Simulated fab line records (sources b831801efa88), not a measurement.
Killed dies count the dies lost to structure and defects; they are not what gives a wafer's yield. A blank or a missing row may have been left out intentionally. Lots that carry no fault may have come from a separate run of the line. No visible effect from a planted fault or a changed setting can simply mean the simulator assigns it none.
Which of the tools did it? :: flow gf180mcu :: 14 lots, 42 wafers sampled, at 5 steps of a route of 602

== WHAT EACH GAUGE READ, for each wafer ==
GF_POLY_GATE_THK_MEAS_01.
lot: L155
measured: day 8 17:51
on: film metro-03
POLY_GATE_CVD_00_THK (nm): 202.0 199.2 200.1

lot: L157
measured: day 9 06:47
on: film metro-04
POLY_GATE_CVD_00_THK (nm): 203.1 202.4 203.3

lot: L158
measured: day 9 13:20
on: film metro-03
POLY_GATE_CVD_00_THK (nm): 196.9 199.1 198.4

lot: L159
measured: day 9 18:25
on: film metro-04
POLY_GATE_CVD_00_THK (nm): 201.4 200.9 200.4

lot: L160
measured: day 10 00:04
on: film metro-03
POLY_GATE_CVD_00_THK (nm): 197.2 198.1 198.2

lot: L161
measured: day 10 09:15
on: film metro-02
POLY_GATE_CVD_00_THK (nm): 201.4 203.6 202.9

lot: L164
measured: day 11 03:28
on: film metro-04
POLY_GATE_CVD_00_THK (nm): 198.5 199.0 199.8

lot: L165
measured: day 11 12:41
on: film metro-03
POLY_GATE_CVD_00_THK (nm): 202.8 204.0 202.4

lot: L167
measured: day 11 22:52
on: film metro-04
POLY_GATE_CVD_00_THK (nm): 198.4 198.7 199.1

lot: L169
measured: day 12 14:43
on: film metro-03
POLY_GATE_CVD_00_THK (nm): 201.0 202.3 200.6

lot: L170
measured: day 13 00:55
on: film metro-04
POLY_GATE_CVD_00_THK (nm): 195.9 195.1 197.4

lot: L172
measured: day 13 07:53
on: film metro-03
POLY_GATE_CVD_00_THK (nm): 195.8 196.3 197.0

lot: L173
measured: day 13 18:23
on: film metro-02
POLY_GATE_CVD_00_THK (nm): 202.2 199.7 200.5

lot: L176
measured: day 14 19:52
on: film metro-03
POLY_GATE_CVD_00_THK (nm): 199.2 197.8 198.8

GF_HV_LDD_TW_MEAS_50.
lot: L155
measured: day 12 12:26
on: film metro-01
HV_LDD_4_TW: 571 571 571

lot: L157
measured: day 13 06:38
on: film metro-04
HV_LDD_4_TW: 568 566 568

lot: L158
measured: day 13 14:10
on: film metro-02
HV_LDD_4_TW: 563 563 562

lot: L159
measured: day 13 20:26
on: film metro-01
HV_LDD_4_TW: 564 566 564

lot: L160
measured: day 14 05:38
on: film metro-04
HV_LDD_4_TW: 567 567 569

lot: L161
measured: day 14 15:54
on: film metro-04
HV_LDD_4_TW: 561 569 565

lot: L164
measured: day 15 12:56
on: film metro-02
HV_LDD_4_TW: 559 558 560

lot: L165
measured: day 15 20:14
on: film metro-04
HV_LDD_4_TW: 567 565 565

lot: L167
measured: day 16 15:33
on: film metro-02
HV_LDD_4_TW: 553 558 558

lot: L169
measured: day 17 12:08
on: film metro-01
HV_LDD_4_TW: 558 556 559

lot: L170
measured: day 17 22:38
on: film metro-04
HV_LDD_4_TW: 546 544 545

lot: L172
measured: day 18 08:59
on: film metro-04
HV_LDD_4_TW: 567 566 569

lot: L173
measured: day 18 16:45
on: film metro-02
HV_LDD_4_TW: 559 560 560

lot: L176
measured: day 19 21:54
on: film metro-04
HV_LDD_4_TW: 567 564 565

GF_SAB_OVL_MEAS_10.
lot: L155
measured: day 15 11:29
on: overlay-01
SAB_OVL (nm): -0.8 0.2 -0.4

lot: L157
measured: day 16 04:33
on: overlay-02
SAB_OVL (nm): 0.4 0.3 -0.2

lot: L158
measured: day 16 10:38
on: overlay-01
SAB_OVL (nm): -1.6 -1.0 1.0

lot: L159
measured: day 16 17:06
on: overlay-01
SAB_OVL (nm): -2.8 -4.1 -1.8

lot: L160
measured: day 17 07:26
on: overlay-01
SAB_OVL (nm): 1.3 0.6 0.5

lot: L161
measured: day 17 17:29
on: overlay-02
SAB_OVL (nm): -2.5 -2.2 -0.6

lot: L164
measured: day 18 15:11
on: overlay-02
SAB_OVL (nm): -0.9 0.2 1.2

lot: L165
measured: day 18 22:56
on: overlay-01
SAB_OVL (nm): -0.5 1.4 1.7

lot: L167
measured: day 19 19:59
on: overlay-01
SAB_OVL (nm): 0.7 -0.4 -0.2

lot: L169
measured: day 20 18:32
on: overlay-02
SAB_OVL (nm): 1.7 1.6 1.0

lot: L170
measured: day 21 03:35
on: overlay-02
SAB_OVL (nm): 0.5 -0.6 0.6

lot: L172
measured: day 21 15:50
on: overlay-01
SAB_OVL (nm): -1.6 -2.3 -1.7

lot: L173
measured: day 21 22:08
on: overlay-01
SAB_OVL (nm): -0.6 0.1 1.1

lot: L176
measured: day 23 00:41
on: overlay-02
SAB_OVL (nm): 3.2 2.7 4.3

== WHAT TOOL EACH LOT RAN ON (gives the tool, then ch and the chambers of the sampled wafers, and finally the start) ==
lot: L155
GF_HV_LDD_IMPLANT_48: implanter-02 ch 0, day 12 12:11
GF_PSD_RTA_13: rtp anneal-01 ch 0, day 14 12:56

lot: L157
GF_HV_LDD_IMPLANT_48: implanter-04 ch 0, day 13 06:24
GF_PSD_RTA_13: rtp anneal-01 ch 0, day 15 06:06

lot: L158
GF_HV_LDD_IMPLANT_48: implanter-01 ch 0, day 13 13:55
GF_PSD_RTA_13: rtp anneal-01 ch 0, day 15 11:28

lot: L159
GF_HV_LDD_IMPLANT_48: implanter-04 ch 0, day 13 20:14
GF_PSD_RTA_13: rtp anneal-01 ch 0, day 15 18:46

lot: L160
GF_HV_LDD_IMPLANT_48: implanter-04 ch 0, day 14 05:24
GF_PSD_RTA_13: rtp anneal-01 ch 0, day 16 07:14

lot: L161
GF_HV_LDD_IMPLANT_48: implanter-04 ch 0, day 14 15:41
GF_PSD_RTA_13: rtp anneal-02 ch 0, day 16 18:15

lot: L164
GF_HV_LDD_IMPLANT_48: implanter-04 ch 0, day 15 12:43
GF_PSD_RTA_13: rtp anneal-01 ch 0, day 17 15:24

lot: L165
GF_HV_LDD_IMPLANT_48: implanter-02 ch 0, day 15 19:59
GF_PSD_RTA_13: rtp anneal-02 ch 0, day 17 21:49

lot: L167
GF_HV_LDD_IMPLANT_48: implanter-02 ch 0, day 16 15:19
GF_PSD_RTA_13: rtp anneal-01 ch 0, day 18 18:59

lot: L169
GF_HV_LDD_IMPLANT_48: implanter-02 ch 0, day 17 11:54
GF_PSD_RTA_13: rtp anneal-01 ch 0, day 19 17:50

lot: L170
GF_HV_LDD_IMPLANT_48: implanter-02 ch 0, day 17 22:23
GF_PSD_RTA_13: rtp anneal-01 ch 0, day 20 03:12

lot: L172
GF_HV_LDD_IMPLANT_48: implanter-01 ch 0, day 18 08:44
GF_PSD_RTA_13: rtp anneal-02 ch 0, day 20 15:14

lot: L173
GF_HV_LDD_IMPLANT_48: implanter-01 ch 0, day 18 16:32
GF_PSD_RTA_13: rtp anneal-02 ch 0, day 20 21:34

lot: L176
GF_HV_LDD_IMPLANT_48: implanter-04 ch 0, day 19 21:41
GF_PSD_RTA_13: rtp anneal-02 ch 0, day 22 01:15
- GF_HV_LDD_IMPLANT_48
- GF_PSD_RTA_13: time 20 s.

== AS READ BY THE TOOLS THEMSELVES (means over the sampled wafers that have a number; for cases with no such wafer, the mark the record gives instead) ==
GF_HV_LDD_IMPLANT_48.
lot: L155
tool: implanter-02
dose ions cm2: 3.001e+13
faraday current uA: 167

lot: L157
tool: implanter-04
dose ions cm2: 3.001e+13
faraday current uA: 167

lot: L158
tool: implanter-01
dose ions cm2: 3.004e+13
faraday current uA: 172

lot: L159
tool: implanter-04
dose ions cm2: 2.999e+13
faraday current uA: 169

lot: L160
tool: implanter-04
dose ions cm2: 3.002e+13
faraday current uA: 166

lot: L161
tool: implanter-04
dose ions cm2: 3.002e+13
faraday current uA: 169

lot: L164
tool: implanter-04
dose ions cm2: 3.000e+13
faraday current uA: 170

lot: L165
tool: implanter-02
dose ions cm2: 2.999e+13
faraday current uA: 168

lot: L167
tool: implanter-02
dose ions cm2: 3.006e+13
faraday current uA: 171

lot: L169
tool: implanter-02
dose ions cm2: 2.734e+13
faraday current uA: 156

lot: L170
tool: implanter-02
dose ions cm2: 2.735e+13
faraday current uA: 155

lot: L172
tool: implanter-01
dose ions cm2: 3.002e+13
faraday current uA: 166

lot: L173
tool: implanter-01
dose ions cm2: 3.000e+13
faraday current uA: 167

lot: L176
tool: implanter-04
dose ions cm2: 3.002e+13
faraday current uA: 166

GF_PSD_RTA_13.
lot: L155
tool: rtp anneal-01
chamber o2 ppm: 2.028
lamp power pct (%): 32.7
wafer_temp_C_max: 1030.7

lot: L157
tool: rtp anneal-01
chamber o2 ppm: 2.030
lamp power pct (%): 32.8
wafer_temp_C_max: 1030.9

lot: L158
tool: rtp anneal-01
chamber o2 ppm: 1.993
lamp power pct (%): 32.8
wafer_temp_C_max: 1030.8

lot: L159
tool: rtp anneal-01
chamber o2 ppm: 2.003
lamp power pct (%): 32.8
wafer_temp_C_max: 1029.6

lot: L160
tool: rtp anneal-01
chamber o2 ppm: 2.008
lamp power pct (%): 32.8
wafer_temp_C_max: 1031.5

lot: L161
tool: rtp anneal-02
chamber o2 ppm: 1.999
lamp power pct (%): 34.9
wafer_temp_C_max: 1028.8

lot: L164
tool: rtp anneal-01
chamber o2 ppm: 2.015
lamp power pct (%): 32.8
wafer_temp_C_max: 1030.6

lot: L165
tool: rtp anneal-02
chamber o2 ppm: 2.003
lamp power pct (%): 34.9
wafer_temp_C_max: 1028.1

lot: L167
tool: rtp anneal-01
chamber o2 ppm: 2.012
lamp power pct (%): 32.8
wafer_temp_C_max: 1031.0

lot: L169
tool: rtp anneal-01
chamber o2 ppm: 1.993
lamp power pct (%): 32.8
wafer_temp_C_max: 1030.3

lot: L170
tool: rtp anneal-01
chamber o2 ppm: 2.030
lamp power pct (%): 32.7
wafer_temp_C_max: 1029.6

lot: L172
tool: rtp anneal-02
chamber o2 ppm: 2.003
lamp power pct (%): 34.9
wafer_temp_C_max: 1028.7

lot: L173
tool: rtp anneal-02
chamber o2 ppm: 1.991
lamp power pct (%): 34.9
wafer_temp_C_max: 1028.9

lot: L176
tool: rtp anneal-02
chamber o2 ppm: 2.005
lamp power pct (%): 34.9
wafer_temp_C_max: 1028.7

== THE ANSWER, worked out from the rows above alone ==
Rule: the lots themselves supply what counts as usual. The widest of any qualifying gaps counts: lots, ordered by their means at a reading, are off when they make up no more than a third of the lots, leave a main group of 4 or more, and stand apart from it by 3 or more times the standard deviation of that group's means. A main group is skipped when, at the precision printed for the reading in the tables above, its means are all equal. Also off: a lot with no number at a reading for which 4 or more lots have one. Where the step has rows for the other lots, those lots are counted as sound. After the gauges, taken in route order, come the tools' own readings; for these a lot's mean is taken, as printed above. The first step at which some lot is off is used, and at that step the reading that is off furthest; a lot without a number counts as furthest.
Off: L169, L170 (GF_HV_LDD_IMPLANT_48, dose ions cm2). Main group: mean 3.002e+13, sd 1.9e+10.
If a tool, at that step or one of the process steps before it, ran each lot that is off and ran no sound lot following the first of them, it fits. One fits: GF_HV_LDD_IMPLANT_48 on implanter-02. Its last sound lot is L167 (day 16 15:19), its first lot that is off L169 (day 17 11:54): a fault that began between those two fits.
The tool's own readings at GF_HV_LDD_IMPLANT_48 bear it out: on the lots that are off they differ by more than 5 times the standard deviation of the sound lots' means. dose ions cm2 reads 2.734e+13 there against 3.002e+13 on the sound lots; faraday current uA reads 156 there against 168 on the sound lots.

== WHAT THE SIMULATOR HAD INSERTED ==
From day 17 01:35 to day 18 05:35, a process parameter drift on implanter-02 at GF_HV_LDD_IMPLANT_48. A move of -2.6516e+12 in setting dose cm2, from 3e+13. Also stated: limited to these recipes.
Struck lots among those shown: L169, L170. This agrees with what the rule above found.
